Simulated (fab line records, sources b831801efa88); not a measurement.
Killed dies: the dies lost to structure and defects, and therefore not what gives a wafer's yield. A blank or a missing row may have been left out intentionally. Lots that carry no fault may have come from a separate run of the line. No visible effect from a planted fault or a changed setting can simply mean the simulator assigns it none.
Problem report, 8D (eight disciplines) form, completed by code / flow sfq_line / the parts of the form that need people (team, actions taken, sign-off) are left out

== 1. WHAT WENT WRONG ==
spin_speed_rpm at SFQ_TRILAYER_M0_LITHO_COAT_021 reads a mean of 2780.5 rpm on 9 wafers of 3 lots; wafers without a fault read 2999.7 rpm with a standard deviation of 1.8. That is -99 or more standard deviations from the usual mean.
The step: resist thk 600 nm.
First seen on wafer L427.1, day 7 01:39, on litho_track-01. At this step, 21 wafers from 7 lots have a number in the record. The rule behind "out" and "out of limits": a value lying over 4 standard deviations away from the usual mean. Any other wafer with a number is counted as sound.

== 2. WHAT THIS IS AND IS NOT ==
question=which readings at this step | is=spin_speed_rpm | is not=-
question=which lots | is=L427, L428, L430 | is not=L423, L425, L431, L438
question=which wafers of those lots | is=all that have a number | is not=-
question=read on which tools | is=litho_track-01 | is not=litho_track-02, litho_track-03
question=when | is=from day 7 01:39 | is not=up to then (6 sound wafers); but 6 sound wafers of L431, L438 came after

== 3. SUSPECTS, AND WHAT RULES EACH OUT ==
Counting: a tool stays on the suspect list if, at a process step up to the reading, it processed all lots that are out and no sound lot following the first of them.
- rie_diel-03 at SFQ_TRILAYER_L0_VIA_ETCH_VIA_ETCH_016 (etches SiO2 in CHF3, stops on MoNx KI, target depth 80 nm): ruled out as a lasting fault. The sound lots L431, L438 went through it after L427, its earliest lot that is out (day 7 00:14).
- pvd_sputter-05 at SFQ_TRILAYER_M0_DEP_SPUTTER_019 (material Nb, target thk 200 nm, time 133.3 s): ruled out as a lasting fault. The sound lots L438 went through it after L427, its earliest lot that is out (day 7 01:05).
- litho_track-01 at SFQ_TRILAYER_M0_LITHO_COAT_021 (resist thk 600 nm): kept. It processed each lot that is out, first L427 at day 7 01:39, and no sound lot thereafter; up to then, the last sound lot it processed was L425 at day 6 07:23. On those wafers its own readings are out: spin_speed_rpm.
After counting, what remains is litho_track-01 at SFQ_TRILAYER_M0_LITHO_COAT_021.

== 4. THE CAUSE (what the simulator had put in) ==
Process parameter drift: litho_track-01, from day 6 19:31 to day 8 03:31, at SFQ_TRILAYER_M0_LITHO_COAT_021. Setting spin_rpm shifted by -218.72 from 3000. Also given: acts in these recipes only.
After counting, this tool was the only one left.

== 5. SEQUENCE OF EFFECTS, ordered by route ==
Each row: a reading where the mean over the struck wafers with a number is more than 3 standard deviations away from the usual. Readings are gone through only where the record gives a usual standard deviation; hours: the median, over the lots, of the time from a lot's start at the first step in this table giving one to that lot's start at this step; sigmas: the change measured in usual standard deviations.
hours=0; step=SFQ_TRILAYER_M0_LITHO_COAT_021; reading=spin_speed_rpm; usual=2999.7 rpm; on struck wafers=2780.5; change=-219.2; sigmas=-99 or more
The process steps in it:
- SFQ_TRILAYER_M0_LITHO_COAT_021: resist thk 600 nm.
Later measuring or inspecting steps at which every struck wafer that the step has a row for has a number for every such reading, and none has moved that far: SFQ_M0_OVL_MEAS_906.

== 6. WHAT WOULD HAVE CAUGHT IT SOONER ==
6 hours passed between the start of the fault at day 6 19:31 and the first reading out of limits in this record, taken at day 7 01:39.
